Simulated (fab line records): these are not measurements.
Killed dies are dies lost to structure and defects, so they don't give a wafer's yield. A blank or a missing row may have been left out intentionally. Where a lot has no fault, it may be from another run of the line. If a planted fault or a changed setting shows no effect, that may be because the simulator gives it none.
Which tool was responsible? + flow gf180mcu + 36 wafers from 12 lots sampled at 5 of the route's 602 steps

== WHAT THE GAUGES READ, wafer by wafer ==
GF_MIM_RS_MEAS_10: uses a four-point probe to measure. Usual: MIM_ALCU_RS typically reads 0.1624 ohm/sq, with standard deviation 0.0023.
| lot  | measured     | on           | MIM_ALCU_RS (ohm/sq) | flag |
|------|--------------|--------------|----------------------|------|
| L370 | day 24 10:30 | filmMetro-01 | 0.1597 0.1634 0.1621 |      |
| L371 | day 24 21:15 | filmMetro-01 | 0.1611 0.1624 0.1622 |      |
| L373 | day 25 10:34 | filmMetro-03 | 0.1660 0.1635 0.1665 |      |
| L372 | day 25 12:28 | filmMetro-02 | 0.1642 0.1628 0.1629 |      |
| L375 | day 26 12:25 | filmMetro-03 | 0.1642 0.1643 0.1614 |      |
| L377 | day 26 19:15 | filmMetro-02 | 0.1629 0.1619 0.1629 |      |
| L378 | day 26 23:28 | filmMetro-03 | 0.1606 0.1589 0.1625 |      |
| L379 | day 27 11:54 | filmMetro-03 | 0.1666 0.1636 0.1629 |      |
| L380 | day 27 19:01 | filmMetro-02 | 0.1620 0.1619 0.1595 |      |
| L390 | day 30 20:50 | filmMetro-01 | 0.1623 0.1618 0.1598 |      |
| L392 | day 31 05:31 | filmMetro-03 | 0.1651 0.1639 0.1654 |      |
| L393 | day 31 11:01 | filmMetro-02 | 0.1631 0.1624 0.1610 |      |

GF_V5_THK_MEAS_03. Usual: V5_CVD_02_THK typically reads 1447 nm, with standard deviation 24.
| lot  | measured     | on           | V5_CVD_02_THK (nm) | flag |
|------|--------------|--------------|--------------------|------|
| L370 | day 26 07:12 | filmMetro-01 | 1420 1463 1472     |      |
| L371 | day 26 17:12 | filmMetro-03 | 1461 1447 1499     |      |
| L373 | day 27 05:02 | filmMetro-04 | 1429 1414 1480     |      |
| L372 | day 27 07:25 | filmMetro-01 | 1477 1481 1514     |      |
| L375 | day 28 06:10 | filmMetro-01 | 1471 1493 1490     |      |
| L377 | day 28 13:14 | filmMetro-04 | 1436 1504 1488     |      |
| L378 | day 28 16:38 | filmMetro-04 | 1425 1438 1426     |      |
| L379 | day 29 05:04 | filmMetro-04 | 1400 1420 1428     |      |
| L380 | day 29 11:32 | filmMetro-03 | 1431 1435 1459     |      |
| L390 | day 32 08:44 | filmMetro-03 | 1436 2462 1440     | OFF  |
| L392 | day 32 17:01 | filmMetro-01 | 1443 1445 1446     |      |
| L393 | day 32 21:58 | filmMetro-04 | 1445 1436 1469     |      |

GF_V5_RS_MEAS_24: uses a four-point probe to measure. Usual: V5_W_RS typically reads 0.328 ohm/sq, with standard deviation 0.0038.
| lot  | measured     | on           | V5_W_RS (ohm/sq)  | flag |
|------|--------------|--------------|-------------------|------|
| L370 | day 27 05:33 | filmMetro-01 | 0.327 0.326 0.331 |      |
| L371 | day 27 15:19 | filmMetro-03 | 0.330 0.328 0.324 |      |
| L373 | day 28 02:16 | filmMetro-04 | 0.331 0.330 0.324 |      |
| L372 | day 28 05:06 | filmMetro-01 | 0.323 0.323 0.328 |      |
| L375 | day 29 02:50 | filmMetro-03 | 0.325 0.329 0.323 |      |
| L377 | day 29 10:32 | filmMetro-01 | 0.328 0.334 0.335 |      |
| L378 | day 29 13:37 | filmMetro-04 | 0.327 0.326 0.323 |      |
| L379 | day 30 01:36 | filmMetro-03 | 0.325 0.332 0.328 |      |
| L380 | day 30 07:29 | filmMetro-04 | 0.324 0.324 0.330 |      |
| L390 | day 33 02:20 | filmMetro-04 | 0.330 0.328 0.327 |      |
| L392 | day 33 10:51 | filmMetro-04 | 0.331 0.325 0.329 |      |
| L393 | day 33 15:19 | filmMetro-03 | 0.326 0.325 0.327 |      |

== WHICH TOOL RAN EACH LOT (tool, then ch and the chambers of the sampled wafers, then the start) ==
| lot  | GF_MIM_SPUTTER_02           | GF_V5_CVD_02                    |
|------|-----------------------------|---------------------------------|
| L370 | pvdSputter-03, day 24 10:13 | pecvd-02 ch 1,2, day 26 07:05   |
| L371 | pvdSputter-03, day 24 20:55 | pecvd-02 ch 1,2, day 26 17:04   |
| L373 | pvdSputter-04, day 25 10:16 | pecvd-03 ch 1,2, day 27 04:55   |
| L372 | pvdSputter-04, day 25 12:11 | pecvd-02 ch 0,2, day 27 07:19   |
| L375 | pvdSputter-04, day 26 12:07 | pecvd-03 ch 0,1, day 28 06:02   |
| L377 | pvdSputter-01, day 26 18:56 | pecvd-03 ch 0,1,2, day 28 13:06 |
| L378 | pvdSputter-03, day 26 23:10 | pecvd-04 ch 0,2, day 28 16:31   |
| L379 | pvdSputter-03, day 27 11:37 | pecvd-04 ch 0,1,2, day 29 04:57 |
| L380 | pvdSputter-01, day 27 18:44 | pecvd-02 ch 0,1,2, day 29 11:26 |
| L390 | pvdSputter-01, day 30 20:31 | pecvd-03 ch 0,2, day 32 08:37   |
| L392 | pvdSputter-04, day 31 05:13 | pecvd-04 ch 0,1,2, day 32 16:54 |
| L393 | pvdSputter-03, day 31 10:43 | pecvd-02 ch 0,1,2, day 32 21:52 |
- GF_MIM_SPUTTER_02: material AlCu, target thk 450 nm, time 23.9 s.
- GF_V5_CVD_02: deposits SiO2 from TEOS, target thk 1450 nm, time 163.28 s.

== WHAT THE TOOLS THEMSELVES READ (means of the sampled wafers that have a number; where no wafer has one, the mark that the record gives instead) ==
GF_MIM_SPUTTER_02. Usual: throttleValvePct reads 30.7 % (standard deviation 0.56).
| lot  | tool          | throttleValvePct (%) | flag |
|------|---------------|----------------------|------|
| L370 | pvdSputter-03 | 30.7                 |      |
| L371 | pvdSputter-03 | 30.7                 |      |
| L373 | pvdSputter-04 | 31.0                 |      |
| L372 | pvdSputter-04 | 31.1                 |      |
| L375 | pvdSputter-04 | 30.9                 |      |
| L377 | pvdSputter-01 | 30.8                 |      |
| L378 | pvdSputter-03 | 30.9                 |      |
| L379 | pvdSputter-03 | 30.6                 |      |
| L380 | pvdSputter-01 | 30.6                 |      |
| L390 | pvdSputter-01 | 30.4                 |      |
| L392 | pvdSputter-04 | 31.1                 |      |
| L393 | pvdSputter-03 | 30.3                 |      |

GF_V5_CVD_02. Usual: heaterPowerW reads 648 W (standard deviation 140).
| lot  | tool     | heaterPowerW (W) | flag |
|------|----------|------------------|------|
| L370 | pecvd-02 | 769              |      |
| L371 | pecvd-02 | 789              |      |
| L373 | pecvd-03 | 527              |      |
| L372 | pecvd-02 | 694              |      |
| L375 | pecvd-03 | 413              |      |
| L377 | pecvd-03 | 547              |      |
| L378 | pecvd-04 | 695              |      |
| L379 | pecvd-04 | 641              |      |
| L380 | pecvd-02 | 730              |      |
| L390 | pecvd-03 | 632              |      |
| L392 | pecvd-04 | 626              |      |
| L393 | pecvd-02 | 792              |      |

== THE ANSWER, worked out from the rows above alone ==
Rule: a lot is off if the mean of its wafers that have a number lies more than 3 standard deviations from the usual mean. A lot without any number at a reading at which 4 lots or more have one is off too. Where the step has rows for the other lots, those lots are counted as sound. After the gauges, taken in route order, come the tools' own readings; for these a lot's mean is taken, as printed above. The first step at which some lot is off is used, and at that step the reading that is off furthest; a lot without a number counts as furthest.
Off: L390, at GF_V5_THK_MEAS_03 (V5_CVD_02_THK).
A tool fits if, at a process step before that reading, it ran every lot that is off, and no sound lot after the first of them. The gauges at GF_V5_THK_MEAS_03 are tried like those tools. Can't be told from this: 3 tools fit, pvdSputter-01 at GF_MIM_SPUTTER_02, pecvd-03 at GF_V5_CVD_02, filmMetro-03 at GF_V5_THK_MEAS_03.

== WHAT THE SIMULATOR HAD PUT IN ==
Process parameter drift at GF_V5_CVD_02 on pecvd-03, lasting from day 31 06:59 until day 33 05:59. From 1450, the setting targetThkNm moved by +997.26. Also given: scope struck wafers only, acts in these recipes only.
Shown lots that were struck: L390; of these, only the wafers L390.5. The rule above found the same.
